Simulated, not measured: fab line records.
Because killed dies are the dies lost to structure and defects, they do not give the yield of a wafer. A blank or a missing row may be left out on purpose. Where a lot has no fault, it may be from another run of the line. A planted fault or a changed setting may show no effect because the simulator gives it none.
fab line records + flow sky130
[record]
- lots = 14
- wafers = 42
- last_day = 50
route steps=708 shown LI_CONTACT@363
lots that met no fault: from a run of the same line without faults
start_h: hours from the record's first day to the start of the lot's first wafer shown + wait_h: hours since the lot's step before + " as in the row above + L1.1+2: several wafers, shown together as one row + - no value present, or no start provided + * or withheld: withheld + < > ~ a bound
route shown NAME@n: NAME is a module with steps in the file, n the number in the route of the first one + usual: average and standard deviation across the fault-free wafers + same: alike in all rows + chamber/n: place in a boat + sites: per-site readings + _std_site: standard deviation of those values + _edge_site: outer sites' mean less inner sites' + radius_mm: for every site, how far away it sits from the centre of the wafer + mask NAME#n: copy n + behind: the tool/chamber that last shaped the wafer + hold: why the lot was held/for how many hours/how that ended + device: the n, p or np transistor that did not switch + end of line: at the end of the route, the tests of the same wafers + a step without rows: its recipe alone + killed: dies lost to structure and defects at the first sort, not the wafer's yield + map: shows each die of a wafer: x if killed, . if not, _ if none is there
set.NAME: setting as actually run; set.NAME@STEP: the setting as run at that earlier step + model.NAME: the simulator's own value behind a step, which no gauge read
the route's steps for a sample of lots (tables are steps, rows are wafers)
services: when a tool's chamber went out of use (start_h, in hours from the record's first day, below 0 if earlier), for how many hours, and the reason
[[steps]]
[step SKY_LI_CONTACT_THK_MEAS_01]
[recipe]
- reads = PSG_of_LI_CONTACT_HDPCVD_00
[usual]
- LI_CONTACT_HDPCVD_THK = 925/7.8
| lot.wafer | tool          | chamber | start_h | wait_h | LI_CONTACT_HDPCVD_THK[nm] |
|-----------|---------------|---------|---------|--------|---------------------------|
| L539.1    | film_metro-03 | -       | 635.70  | 0.1    | 924                       |
| L539.2    | "             | -       | "       | "      | 922                       |
| L539.3    | "             | -       | "       | "      | 927                       |
| L540.1    | film_metro-03 | -       | 654.41  | 0.1    | 924                       |
| L540.4    | "             | -       | "       | "      | 909                       |
| L540.5    | "             | -       | "       | "      | 918                       |
| L541.1    | film_metro-03 | -       | 666.49  | 0.1    | 918                       |
| L541.3    | "             | -       | "       | "      | 930                       |
| L541.4    | "             | -       | "       | "      | 919                       |
| L542.1    | film_metro-01 | -       | 676.20  | 0.1    | 928                       |
| L542.4    | "             | -       | "       | "      | 928                       |
| L542.6    | "             | -       | "       | "      | 924                       |
| L545.2    | film_metro-01 | -       | 695.11  | 0.1    | 930                       |
| L545.3    | "             | -       | "       | "      | 933                       |
| L545.6    | "             | -       | "       | "      | 926                       |
| L547.2    | film_metro-04 | -       | 711.21  | 0.1    | 931                       |
| L547.3    | "             | -       | "       | "      | 936                       |
| L547.6    | "             | -       | "       | "      | 935                       |
| L548.3    | film_metro-04 | -       | 719.52  | 0.1    | 925                       |
| L548.4    | "             | -       | "       | "      | 929                       |
| L548.6    | "             | -       | "       | "      | 934                       |
| L550.1    | film_metro-03 | -       | 737.36  | 0.1    | 923                       |
| L550.2    | "             | -       | "       | "      | 924                       |
| L550.5    | "             | -       | "       | "      | 930                       |
| L552.1    | film_metro-04 | -       | 753.90  | 0.1    | 936                       |
| L552.2    | "             | -       | "       | "      | 926                       |
| L552.3    | "             | -       | "       | "      | 926                       |
| L553.1    | film_metro-04 | -       | 763.56  | 0.1    | 916                       |
| L553.4    | "             | -       | "       | "      | 921                       |
| L553.5    | "             | -       | "       | "      | 931                       |
| L554.1    | film_metro-04 | -       | 773.70  | 0.1    | 934                       |
| L554.4    | "             | -       | "       | "      | 936                       |
| L554.6    | "             | -       | "       | "      | 936                       |
| L555.1    | film_metro-01 | -       | 777.66  | 0.1    | 934                       |
| L555.3    | "             | -       | "       | "      | 931                       |
| L555.6    | "             | -       | "       | "      | 932                       |
| L561.2    | film_metro-03 | -       | 819.45  | 0.1    | 927                       |
| L561.5    | "             | -       | "       | "      | 925                       |
| L561.6    | "             | -       | "       | "      | 927                       |
| L562.3    | film_metro-03 | -       | 840.62  | 0.1    | 910                       |
| L562.4    | "             | -       | "       | "      | 914                       |
| L562.5    | "             | -       | "       | "      | 916                       |
[step SKY_LI_CONTACT_DEVELOP_11]
[recipe]
- develop_time_s = 60
- resist = KrF-thick
- dev_temp_c = 21
[usual]
- chill_plate_temp_C = 23.00/0.11
- develop_time_s = 60/0
- developer_temp_C = 20.97/0.099
| lot.wafer | tool           | chamber | start_h | wait_h | chill_plate_temp_C | develop_time_s | developer_temp_C |
|-----------|----------------|---------|---------|--------|--------------------|----------------|------------------|
| L539.1    | litho_track-04 | 0       | 664     | -      | 22.81              | 60             | 20.79            |
| L539.2    | "              | 0       | "       | "      | 22.87              | 60             | 20.84            |
| L539.3    | "              | 0       | "       | "      | 22.95              | 60             | 20.93            |
| L540.1    | litho_track-03 | 0       | 684     | -      | 22.85              | 60             | 20.84            |
| L540.4    | "              | 0       | "       | "      | 22.90              | 60             | 20.88            |
| L540.5    | "              | 0       | "       | "      | 23.16              | 60             | 20.86            |
| L541.1    | litho_track-03 | 0       | 695     | -      | 23.09              | 60             | 20.87            |
| L541.3    | "              | 0       | "       | "      | 23.12              | 60             | 20.88            |
| L541.4    | "              | 0       | "       | "      | 23.16              | 60             | 20.76            |
| L542.1    | litho_track-02 | 0       | 704     | -      | 22.84              | 60             | 20.99            |
| L542.4    | "              | 0       | "       | "      | 22.96              | 60             | 21.10            |
| L542.6    | "              | 0       | 705     | -      | 22.98              | 60             | 21.11            |
| L545.2    | litho_track-04 | 0       | 722     | -      | 22.93              | 60             | 20.92            |
| L545.3    | "              | 0       | "       | "      | 23.12              | 60             | 21.01            |
| L545.6    | "              | 0       | "       | "      | 23.00              | 60             | 21.02            |
| L547.2    | litho_track-03 | 0       | 738     | -      | 22.99              | 60             | 21.09            |
| L547.3    | "              | 0       | "       | "      | 23.08              | 60             | 20.99            |
| L547.6    | "              | 0       | "       | "      | 22.89              | 60             | 20.96            |
| L548.3    | litho_track-02 | 0       | 747     | -      | 23.06              | 60             | 20.94            |
| L548.4    | "              | 0       | "       | "      | 23.13              | 60             | 20.71            |
| L548.6    | "              | 0       | "       | "      | 23.00              | 60             | 20.83            |
| L550.1    | litho_track-02 | 0       | 764     | -      | 23.01              | 60             | 21.00            |
| L550.2    | "              | 0       | "       | "      | 23.05              | 60             | 21.09            |
| L550.5    | "              | 0       | 765     | -      | 23.08              | 60             | 21.02            |
| L552.1    | litho_track-03 | 0       | 781     | -      | 22.85              | 60             | 20.84            |
| L552.2    | "              | 0       | "       | "      | 22.90              | 60             | 20.93            |
| L552.3    | "              | 0       | "       | "      | 22.91              | 60             | 20.81            |
| L553.1    | litho_track-02 | -       | 790     | -      | -                  | -              | -                |
| L553.4    | "              | -       | "       | "      | -                  | -              | -                |
| L553.5    | "              | -       | "       | "      | -                  | -              | -                |
| L554.1    | litho_track-04 | -       | 800     | -      | -                  | -              | -                |
| L554.4    | "              | -       | 801     | -      | -                  | -              | -                |
| L554.6    | "              | -       | "       | "      | -                  | -              | -                |
| L555.1    | litho_track-02 | 0       | 804     | -      | 23.04              | 60             | 20.88            |
| L555.3    | "              | 0       | "       | "      | 22.90              | 60             | 20.78            |
| L555.6    | "              | 0       | "       | "      | 23.04              | 60             | 20.91            |
| L561.2    | litho_track-03 | 0       | 846     | -      | 22.81              | 60             | 21.09            |
| L561.5    | "              | 0       | "       | "      | 22.85              | 60             | 20.98            |
| L561.6    | "              | 0       | "       | "      | 23.05              | 60             | 21.03            |
| L562.3    | litho_track-04 | 0       | 867     | -      | 22.85              | 60             | 21.07            |
| L562.4    | "              | 0       | "       | "      | 23.07              | 60             | 20.96            |
| L562.5    | "              | 0       | "       | "      | 22.92              | 60             | 21.00            |
[step SKY_LI_CONTACT_ETCH_14]
[recipe]
- chemistry = N2/H2
- target = BARC
- ion_energy_ev = 200
- source_w = 500
- bias_w = 100
- pressure_mtorr = 30
- n2_flow_sccm = 100
- h2_flow_sccm = 200
- stop_on = SiO2
- time_s = 45.9
- target_depth_a = 600
[usual]
- drypump_motor_current_A = 5.6/0.53
- oes_product_au = 0.854/0.0048
- rf_fwd_power_W = 494.5/2.2
- throttle_valve_pct = 13.224/0.0082
| lot.wafer | tool        | chamber | start_h | wait_h | drypump_motor_current_A | oes_product_au | rf_fwd_power_W | rf_hours_counter_h | throttle_valve_pct |
|-----------|-------------|---------|---------|--------|-------------------------|----------------|----------------|--------------------|--------------------|
| L539.1    | rie_diel-02 | 1       | 664.73  | 0.0    | 5.0                     | 0.863          | 493.7          | 20                 | 13.219             |
| L539.2    | "           | 2       | "       | "      | 5.2                     | 0.851          | 497.6          | 46                 | 13.215             |
| L539.3    | "           | 0       | "       | "      | 5.0                     | 0.847          | 491.6          | 7                  | 13.226             |
| L540.1    | rie_diel-02 | 3       | 684.81  | 0.0    | 5.9                     | 0.860          | 497.2          | 4                  | 13.227             |
| L540.4    | "           | 0       | "       | "      | 5.0                     | 0.852          | 492.5          | 8                  | 13.213             |
| L540.5    | "           | 0       | "       | "      | 5.0                     | 0.854          | 494.5          | -                  | 13.214             |
| L541.1    | rie_diel-04 | 1       | 695.76  | 0.0    | 5.1                     | 0.858          | 495.7          | 10                 | 13.214             |
| L541.3    | "           | 0       | "       | "      | 6.1                     | 0.850          | 494.7          | 10                 | 13.220             |
| L541.4    | "           | 2       | "       | "      | 6.5                     | 0.854          | 496.2          | 9                  | 13.218             |
| L542.1    | rie_diel-04 | 0       | 705.19  | 0.0    | 6.1                     | 0.857          | 496.0          | 10                 | 13.215             |
| L542.4    | "           | 2       | "       | "      | 6.5                     | 0.853          | 493.5          | -                  | 13.202             |
| L542.6    | "           | 0       | "       | "      | 6.1                     | 0.849          | 494.7          | -                  | 13.207             |
| L545.2    | rie_diel-04 | 2       | 722.83  | 0.0    | 6.5                     | 0.857          | 498.4          | 10                 | 13.210             |
| L545.3    | "           | 0       | "       | "      | 6.1                     | 0.848          | 497.8          | 11                 | 13.228             |
| L545.6    | "           | 1       | "       | "      | 5.1                     | 0.855          | 491.6          | -                  | 13.231             |
| L547.2    | rie_diel-01 | 0       | 738.56  | 0.0    | 5.7                     | 0.864          | 498.5          | 10                 | 13.222             |
| L547.3    | "           | 1       | "       | "      | 5.7                     | 0.855          | 496.1          | 12                 | 13.223             |
| L547.6    | "           | 0       | "       | "      | 5.7                     | 0.857          | 498.2          | -                  | 13.220             |
| L548.3    | rie_diel-02 | 1       | 747.54  | 0.0    | 5.0                     | 0.862          | 495.3          | 21                 | 13.230             |
| L548.4    | "           | 2       | "       | "      | 5.1                     | 0.857          | 493.9          | 0                  | 13.219             |
| L548.6    | "           | 2       | "       | "      | 5.1                     | 0.863          | 491.2          | -                  | 13.232             |
| L550.1    | rie_diel-02 | 3       | 765.24  | 0.0    | 5.9                     | 0.851          | 497.0          | 6                  | 13.212             |
| L550.2    | "           | 2       | "       | "      | 5.2                     | 0.851          | 498.1          | 0                  | 13.235             |
| L550.5    | "           | 1       | "       | "      | 5.0                     | 0.844          | 492.9          | -                  | 13.229             |
| L552.1    | rie_diel-01 | 0       | 782.06  | 0.0    | 5.7                     | 0.858          | 498.7          | 11                 | 13.208             |
| L552.2    | "           | 1       | "       | "      | 5.6                     | 0.850          | 496.2          | 13                 | 13.231             |
| L552.3    | "           | 3       | "       | "      | 5.8                     | 0.851          | 494.6          | 9                  | 13.224             |
| L553.1    | rie_diel-01 | 2       | 791.09  | 0.0    | 6.5                     | 0.853          | 499.1          | 1                  | 13.231             |
| L553.4    | "           | 1       | "       | "      | 5.7                     | 0.850          | 493.6          | 13                 | 13.230             |
| L553.5    | "           | 0       | "       | "      | 5.7                     | 0.854          | 496.0          | -                  | 13.245             |
| L554.1    | rie_diel-04 | 2       | 801.38  | 0.0    | 6.5                     | 0.857          | 495.6          | 12                 | 13.239             |
| L554.4    | "           | 1       | "       | "      | 5.1                     | 0.857          | 495.1          | 13                 | 13.230             |
| L554.6    | "           | 0       | "       | "      | 6.1                     | 0.850          | 494.3          | -                  | 13.231             |
| L555.1    | rie_diel-02 | 1       | 804.74  | 0.0    | 5.0                     | 0.856          | 490.7          | 23                 | 13.226             |
| L555.3    | "           | 0       | "       | "      | 5.0                     | 0.860          | 494.8          | 10                 | 13.244             |
| L555.6    | "           | 0       | "       | "      | 5.0                     | 0.855          | 494.3          | -                  | 13.235             |
| L561.2    | rie_diel-02 | 2       | 846.47  | 0.0    | 5.2                     | 0.844          | 495.9          | 2                  | 13.220             |
| L561.5    | "           | 3       | "       | "      | 6.0                     | 0.857          | 494.7          | -                  | 13.214             |
| L561.6    | "           | 2       | "       | "      | 5.2                     | 0.855          | 495.3          | -                  | 13.229             |
| L562.3    | rie_diel-02 | 2       | 867.53  | 0.0    | 5.2                     | 0.862          | 494.6          | 3                  | 13.216             |
| L562.4    | "           | 3       | "       | "      | 5.9                     | 0.855          | 497.2          | 8                  | 13.221             |
| L562.5    | "           | 1       | "       | "      | 5.0                     | 0.860          | 492.2          | -                  | 13.235             |
[step SKY_LI_CONTACT_SPUTTER_19]
[recipe]
- material = Ti
- target_thk_nm = 20
- chamber_pressure_pa = 5
- power_w = 2500
- substrate_temp_c = 200
- time_s = 106.37
[usual]
- substrate_temp_c = 200.00/0.17
- throttle_valve_pct = 29.7/0.71
| lot.wafer | tool           | chamber | start_h | wait_h | substrate_temp_c | throttle_valve_pct |
|-----------|----------------|---------|---------|--------|------------------|--------------------|
| L539.1    | pvd_sputter-01 | -       | 665.17  | 0.0    | 200.30           | 29.9               |
| L539.2    | "              | -       | "       | "      | 200.03           | 30.3               |
| L539.3    | "              | -       | "       | "      | 200.12           | 29.5               |
| L540.1    | pvd_sputter-01 | -       | 685.24  | 0.0    | 200.16           | 29.9               |
| L540.4    | "              | -       | "       | "      | 200.06           | 30.3               |
| L540.5    | "              | -       | "       | "      | 199.82           | 29.2               |
| L541.1    | pvd_sputter-04 | -       | 696.22  | 0.0    | 199.97           | 30.3               |
| L541.3    | "              | -       | "       | "      | 199.79           | 29.4               |
| L541.4    | "              | -       | "       | "      | 199.99           | 31.1               |
| L542.1    | pvd_sputter-04 | -       | 705.62  | 0.0    | 199.93           | 29.3               |
| L542.4    | "              | -       | "       | "      | 199.95           | 31.0               |
| L542.6    | "              | -       | "       | "      | 199.97           | 29.4               |
| L545.2    | pvd_sputter-03 | -       | 723.25  | 0.0    | 199.95           | 29.5               |
| L545.3    | "              | -       | "       | "      | 200.09           | 28.8               |
| L545.6    | "              | -       | "       | "      | 199.71           | 27.8               |
| L547.2    | pvd_sputter-03 | -       | 738.99  | 0.0    | 200.02           | 28.9               |
| L547.3    | "              | -       | "       | "      | 200.24           | 27.7               |
| L547.6    | "              | -       | "       | "      | 200.02           | 29.8               |
| L548.3    | pvd_sputter-01 | -       | 747.97  | 0.0    | 200.11           | 29.7               |
| L548.4    | "              | -       | "       | "      | 199.91           | 29.5               |
| L548.6    | "              | -       | "       | "      | 200.11           | 29.8               |
| L550.1    | pvd_sputter-04 | -       | 765.67  | 0.0    | 200.33           | 29.8               |
| L550.2    | "              | -       | "       | "      | 199.63           | 29.4               |
| L550.5    | "              | -       | "       | "      | 199.75           | 31.0               |
| L552.1    | pvd_sputter-01 | -       | 782.50  | 0.0    | 199.88           | 29.9               |
| L552.2    | "              | -       | "       | "      | 200.14           | 30.2               |
| L552.3    | "              | -       | "       | "      | 200.15           | 29.3               |
| L553.1    | pvd_sputter-03 | -       | 791.52  | 0.0    | 200.07           | 29.0               |
| L553.4    | "              | -       | "       | "      | 200.45           | 29.9               |
| L553.5    | "              | -       | "       | "      | 200.01           | 28.7               |
| L554.1    | pvd_sputter-01 | -       | 801.81  | 0.0    | 199.84           | 29.3               |
| L554.4    | "              | -       | "       | "      | 200.01           | 30.1               |
| L554.6    | "              | -       | "       | "      | 200.10           | 30.0               |
| L555.1    | pvd_sputter-01 | -       | 805.17  | 0.0    | 199.94           | 29.7               |
| L555.3    | "              | -       | "       | "      | 199.96           | 29.4               |
| L555.6    | "              | -       | "       | "      | 199.96           | 29.7               |
| L561.2    | pvd_sputter-01 | -       | 846.89  | 0.0    | 200.11           | 29.9               |
| L561.5    | "              | -       | "       | "      | 199.94           | 29.7               |
| L561.6    | "              | -       | "       | "      | 200.16           | 29.6               |
| L562.3    | pvd_sputter-01 | -       | 867.98  | 0.0    | 200.17           | 30.0               |
| L562.4    | "              | -       | "       | "      | 199.90           | 30.5               |
| L562.5    | "              | -       | "       | "      | 200.15           | 30.4               |
[[services]]
| tool           | chamber | start_h | hours | kind           |
|----------------|---------|---------|-------|----------------|
| pvd_sputter-04 | -       | 651.32  | 11.7  | repair         |
| pvd_sputter-01 | -       | 656.96  | 7.8   | repair         |
| rie_diel-02    | -       | 669.75  | 0.9   | repair         |
| rie_diel-04    | 3       | 702.76  | 6.3   | repair         |
| pvd_sputter-04 | -       | 723.35  | 2.1   | repair         |
| pvd_sputter-03 | -       | 724.94  | 3.4   | repair         |
| rie_diel-02    | 2       | 728.35  | -     | clean          |
| rie_diel-02    | 2       | 728.35  | 16.3  | scheduled_down |
| rie_diel-02    | 2       | 728.35  | 16.3  | vent_cycle     |
| rie_diel-04    | 3       | 732.80  | 3.7   | repair         |
| rie_diel-04    | 2       | 736.99  | 19.0  | repair         |
| pvd_sputter-01 | -       | 740.09  | 3.8   | repair         |
| rie_diel-01    | 1       | 740.14  | 8.4   | repair         |
| rie_diel-04    | 0       | 754.58  | 4.4   | repair         |
| rie_diel-02    | 3       | 777.99  | 4.9   | repair         |
| rie_diel-04    | 1       | 786.71  | 3.7   | repair         |
| pvd_sputter-04 | -       | 786.95  | 4.6   | repair         |
| rie_diel-02    | -       | 796.33  | 1.8   | repair         |
| pvd_sputter-01 | -       | 811.99  | 2.3   | repair         |
| rie_diel-04    | 3       | 817.05  | -     | clean          |
| rie_diel-04    | 3       | 817.05  | 21.3  | scheduled_down |
| rie_diel-02    | -       | 818.34  | 0.3   | repair         |
| pvd_sputter-03 | -       | 821.12  | 5.7   | repair         |
| rie_diel-04    | -       | 848.90  | 2.8   | pm             |
[[key]]
[first_sign]
- step = SKY_LI_CONTACT_DEVELOP_11
- reading = tool_record
- direction = missing
effect none on later readings
met_at SKY_LI_CONTACT_DEVELOP_11
struck_lots L553,L554
later_rows_left_out L553.1,L553.4,L553.5,L554.1,L554.4,L554.6
sort_left_out L553.1,L553.4,L553.5,L554.1,L554.4,L554.6
tester_left_out L553,L554
not_acting_at SKY_LI_CONTACT_THK_MEAS_01,SKY_LI_CONTACT_ETCH_14,SKY_LI_CONTACT_SPUTTER_19
onset_between 764 790
[fault]
- kind = skipped_step_whole
- tool = litho_track-02,litho_track-04
- chamber = -
- onset_h = 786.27
- steps = SKY_LI_CONTACT_DEVELOP_11
- scope = struck_lots_only
// tester_left_out: of these lots the tester's yield and bins aren't shown, on N5 and GAA mostly nor the transistor test; their killed dies are dies lost to structure and defects alone, not to doping, threshold or leakage, so they don't give the yield
// sort_left_out: the simulated sort isn't trusted on such a fault, so these wafers' sort isn't shown, and their yield isn't known
// later_rows_left_out: the simulator's readings of these wafers behind a module that went badly wrong aren't trusted and aren't shown, but for the sort
